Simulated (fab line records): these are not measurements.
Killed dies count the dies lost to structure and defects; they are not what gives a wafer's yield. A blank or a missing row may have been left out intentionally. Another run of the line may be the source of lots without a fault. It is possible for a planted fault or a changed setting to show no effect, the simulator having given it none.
Which of the tools did it?    flow gf180mcu    45 wafers from 15 lots sampled at 5 of the route's 602 steps

== WHAT THE GAUGES SHOWED, per wafer ==
GF_DNWELL_TW_MEAS_09.
lot   measured     on             DNWELL_TW
L188  day 3 00:34  film-metro-01  1341 1330 1332
L189  day 3 07:53  film-metro-01  1348 1333 1338
L191  day 3 16:22  film-metro-02  1350 1352 1357
L193  day 4 03:49  film-metro-01  30 30 30
L194  day 4 08:50  film-metro-01  30 30 30
L195  day 4 13:48  film-metro-02  31 31 31
L197  day 4 23:54  film-metro-04  1346 1346 1351
L203  day 6 08:04  film-metro-02  1368 1359 1367
L204  day 6 13:23  film-metro-02  1366 1363 1368
L205  day 6 18:50  film-metro-04  1347 1347 1352
L206  day 6 23:55  film-metro-04  1324 1320 1321
L207  day 7 06:22  film-metro-01  1342 1343 1341
L208  day 7 09:46  film-metro-01  1344 1339 1339
L209  day 7 16:31  film-metro-02  1365 1363 1363
L210  day 7 20:13  film-metro-02  1356 1356 1361

GF_SALICIDE_RS_MEAS_04: measurement is done with a four-point probe.
lot   measured      on             SALICIDE_TIN_RS (ohm/sq)
L188  day 15 10:45  film-metro-04  15.71 15.90 15.75
L189  day 15 22:32  film-metro-04  16.58 15.85 16.39
L191  day 16 15:16  film-metro-04  16.34 15.98 16.38
L193  day 17 09:16  film-metro-04  16.22 16.32 16.03
L194  day 18 01:49  film-metro-02  16.11 15.81 16.45
L195  day 18 06:53  film-metro-02  15.55 15.78 15.64
L197  day 19 01:29  film-metro-02  16.37 16.61 16.62
L203  day 21 00:02  film-metro-04  16.00 15.59 15.85
L204  day 21 09:43  film-metro-02  16.44 16.07 16.10
L205  day 21 15:55  film-metro-02  15.87 16.51 16.41
L206  day 21 21:25  film-metro-04  16.09 16.03 16.27
L207  day 22 08:56  film-metro-04  15.75 15.72 15.57
L208  day 22 15:34  film-metro-02  15.57 15.85 15.74
L209  day 23 01:04  film-metro-02  16.25 15.98 15.92
L210  day 23 06:56  film-metro-04  15.86 16.00 16.29

GF_CONTACT_THK_MEAS_01.
lot   measured      on             CONTACT_CVD_00_THK (nm)
L188  day 15 11:17  film-metro-01  300 303 304
L189  day 15 23:02  film-metro-02  302 301 310
L191  day 16 15:46  film-metro-03  295 297 299
L193  day 17 09:47  film-metro-02  304 304 304
L194  day 18 02:35  film-metro-03  299 295 298
L195  day 18 07:25  film-metro-03  298 301 299
L197  day 19 02:00  film-metro-02  297 304 305
L203  day 21 00:44  film-metro-03  297 296 299
L204  day 21 10:13  film-metro-03  301 299 297
L205  day 21 16:31  film-metro-02  303 301 301
L206  day 21 21:55  film-metro-02  297 300 297
L207  day 22 09:27  film-metro-02  297 299 296
L208  day 22 16:05  film-metro-02  304 304 300
L209  day 23 01:35  film-metro-02  303 303 303
L210  day 23 07:28  film-metro-02  300 302 303

== EACH LOT AND THE TOOL THAT RAN IT (in order: tool; ch and the chambers of the sampled wafers; start) ==
lot   GF_DNWELL_EXPOSE_04                 GF_SAB_ETCH_11
L188  iline-stepper-02 ch 0, day 2 17:39  rie-diel-03 ch 0,1,3, day 15 10:22
L189  iline-stepper-02 ch 0, day 3 01:22  rie-diel-04 ch 1,2,3, day 15 22:07
L191  iline-stepper-02 ch 0, day 3 10:07  rie-diel-04 ch 1,2, day 16 14:48
L193  iline-stepper-02, day 3 20:41       rie-diel-04 ch 0,1,3, day 17 08:52
L194  iline-stepper-01, day 4 02:09       rie-diel-03 ch 0,3, day 18 01:24
L195  iline-stepper-01, day 4 06:55       rie-diel-03 ch 0,1, day 18 06:27
L197  iline-stepper-01 ch 0, day 4 16:56  rie-diel-03 ch 0,2, day 19 01:05
L203  iline-stepper-01 ch 0, day 6 00:19  rie-diel-03 ch 0,1,3, day 20 23:39
L204  iline-stepper-02 ch 0, day 6 05:26  rie-diel-01 ch 0,1,3, day 21 09:17
L205  iline-stepper-02 ch 0, day 6 11:11  rie-diel-01 ch 1,3, day 21 15:28
L206  iline-stepper-02 ch 0, day 6 16:07  rie-diel-03 ch 1,2,3, day 21 20:58
L207  iline-stepper-02 ch 0, day 6 22:26  rie-diel-04 ch 0,2,3, day 22 08:31
L208  iline-stepper-01 ch 0, day 7 01:41  rie-diel-04 ch 0,1,3, day 22 15:09
L209  iline-stepper-01 ch 0, day 7 08:20  rie-diel-04 ch 0,1,3, day 23 00:39
L210  iline-stepper-02 ch 0, day 7 12:17  rie-diel-04 ch 0,1,2, day 23 06:33
- GF_DNWELL_EXPOSE_04: exposes mask DNWELL, target cd 1700 nm.
- GF_SAB_ETCH_11: etches SiO2 in C4F8/O2/Ar, target depth 55 nm, time 8.5 s.

== WHAT THE TOOLS THEMSELVES READ (means of the sampled wafers that have a number; where no wafer has one, the mark that the record gives instead) ==
GF_DNWELL_EXPOSE_04.
lot   tool              exposure-dose-mJ-cm2  focus-offset-nm (nm)
L188  iline-stepper-02  260.14                -0.8
L189  iline-stepper-02  260.34                0.2
L191  iline-stepper-02  260.05                0.0
L193  iline-stepper-02  -                     -
L194  iline-stepper-01  -                     -
L195  iline-stepper-01  -                     -
L197  iline-stepper-01  260.07                0.0
L203  iline-stepper-01  259.93                0.8
L204  iline-stepper-02  260.12                0.3
L205  iline-stepper-02  260.05                -0.1
L206  iline-stepper-02  260.02                0.5
L207  iline-stepper-02  259.81                -0.5
L208  iline-stepper-01  260.26                -0.1
L209  iline-stepper-01  259.98                0.1
L210  iline-stepper-02  260.26                0.5

GF_SAB_ETCH_11.
lot   tool         oes-product-au (a.u.)
L188  rie-diel-03  0.992
L189  rie-diel-04  0.991
L191  rie-diel-04  0.989
L193  rie-diel-04  0.994
L194  rie-diel-03  0.988
L195  rie-diel-03  1.005
L197  rie-diel-03  0.995
L203  rie-diel-03  0.999
L204  rie-diel-01  1.009
L205  rie-diel-01  0.993
L206  rie-diel-03  0.998
L207  rie-diel-04  1.000
L208  rie-diel-04  1.004
L209  rie-diel-04  1.002
L210  rie-diel-04  0.982

== THE ANSWER, worked out from the rows above alone ==
Rule: the usual values come from the lots themselves. Put in order of their means at a reading, lots are off if they are a third of the lots or fewer, leave a main group of 4 or more, and stand apart from it by a gap of 3 or more times the standard deviation of the main group's means; of several such gaps the widest counts. Not used: any main group whose means are identical at the precision the tables above print for the reading. Also off: a lot with no number at a reading for which 4 or more lots have one. All remaining lots with rows at the step are treated as sound. The gauges are gone through in route order, then the tools' own readings, and for those a lot's mean is taken as printed above. At the first step where some lot is off, the reading lying furthest off is the one used; lots without a number count as furthest.
Off: L193, L194, L195, at GF_DNWELL_TW_MEAS_09 (DNWELL_TW). Main group: mean 1348, sd 13.
If a tool, at a process step before that reading, ran all the lots that are off and no sound lot after the first of them, it fits. The gauges at GF_DNWELL_TW_MEAS_09 aren't tried: what is off there is off at GF_DNWELL_EXPOSE_04 too, on other tools, and a gauge's error can't cause that. Not one of the candidates tried fits.

== WHAT THE SIMULATOR HAD PUT IN ==
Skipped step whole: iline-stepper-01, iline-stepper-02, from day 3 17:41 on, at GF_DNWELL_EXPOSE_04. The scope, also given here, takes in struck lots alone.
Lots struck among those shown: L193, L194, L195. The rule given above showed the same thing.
